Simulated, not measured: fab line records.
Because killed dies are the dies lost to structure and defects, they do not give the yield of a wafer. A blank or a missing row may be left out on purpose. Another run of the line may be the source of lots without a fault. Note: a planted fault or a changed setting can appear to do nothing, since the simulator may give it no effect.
A single fault, viewed from 2 desks ; flow gf180mcu ; numbers are kept per desk, each desk with only its own; the story behind them comes last

== AT THE TOOL OWNER'S DESK: implanter-04 ==
The tool's own readings at GF_HV_LDD_IMPLANT_48: means of the sampled wafers that have a number, for each lot that ran on this tool. The brackets show how far a lot's mean lies from the usual mean; more than 4 standard deviations puts the lot out of limits, marked OUT.
Columns: A = beam_energy_keV at GF_HV_LDD_IMPLANT_48, usual 24.999; B = beam_on_s at GF_HV_LDD_IMPLANT_48, usual 10.00 s; C = tilt_deg at GF_HV_LDD_IMPLANT_48, usual 7.001 degrees
lot;first seen here;A;B;C
L690;day 12 12:35;24.988;10.04;7.023
L699;day 15 07:19;24.993;9.99;7.016
L700;day 15 13:56;21.271 (-99 or more) OUT;10.01;7.011
L701;day 15 23:10;21.264 (-99 or more) OUT;9.86;6.999
L710;day 19 00:23;25.001;9.91;7.013
This desk finds L700, L701 out of limits, L700 being first, at day 15 13:56 (beam_energy_keV at GF_HV_LDD_IMPLANT_48). L690, L699, L710: within limits.

== THE METROLOGY DESK ==
What the gauges read, lot by lot, whatever tool the lot ran on: means of the sampled wafers that have a number. The brackets show how far a lot's mean lies from the usual mean; more than 4 standard deviations puts the lot out of limits, marked OUT.
Columns: A = POLY_GATE_CVD_00_THK at GF_POLY_GATE_THK_MEAS_01, usual 200.3 nm; B = HV_LDD_03_OVL at GF_HV_LDD_OVL_MEAS_47, usual 0.6 nm; C = HV_LDD_4_TW at GF_HV_LDD_TW_MEAS_50, usual 565; D = HV_LDD_CVD_54_THK at GF_HV_LDD_THK_MEAS_55, usual 10.02 nm
lot;first seen here;A;B;C;D
L690;day 8 12:49;201.2;-1.8;561;9.98
L691;day 8 20:22;203.0;2.2;567;10.09
L693;day 9 09:13;197.8;-1.0;566;10.01
L699;day 11 00:13;198.6;0.7;569;9.74
L700;day 11 05:32;199.9;1.9;542 (-6.1) OUT;9.89
L701;day 11 13:24;200.7;1.6;551;9.77
L705;day 12 17:46;200.7;1.5;562;9.89
L707;day 13 11:59;202.0;1.0;566;10.18
L708;day 13 14:59;198.0;-0.4;565;9.94
L709;day 14 00:13;198.8;-0.3;565;10.30
L710;day 14 04:31;199.2;-1.0;569;9.89
L711;day 14 12:27;201.5;2.3;564;10.16
L712;day 14 18:59;201.8;1.1;563;10.09
L713;day 15 02:19;201.6;-0.0;564;10.08
Finding of this desk: L700 out of limits, first seen on L700 at day 15 14:10 (HV_LDD_4_TW at GF_HV_LDD_TW_MEAS_50). L690, L691, L693, L699, L701, L705, L707, L708, L709, L710, L711, L712, L713: within limits.

== TAKEN TOGETHER ==
The tool owner's desk could have raised an alarm at day 15 13:56, on L700, L701.
Metrology desk: alarm possible at day 15 14:10 on L700.
The metrology desk holds a record of L701, inside its limits.
Every lot named ran GF_HV_LDD_IMPLANT_48 on implanter-04.

== WHAT WAS PUT IN BY THE SIMULATOR ==
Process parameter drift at GF_HV_LDD_IMPLANT_48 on implanter-04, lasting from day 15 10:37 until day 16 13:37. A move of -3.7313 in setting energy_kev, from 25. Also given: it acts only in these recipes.
Lots struck among those shown: L700, L701.
Fault start to first reading out of limits, in hours, per desk: tool owner, 3; metrology, 4.
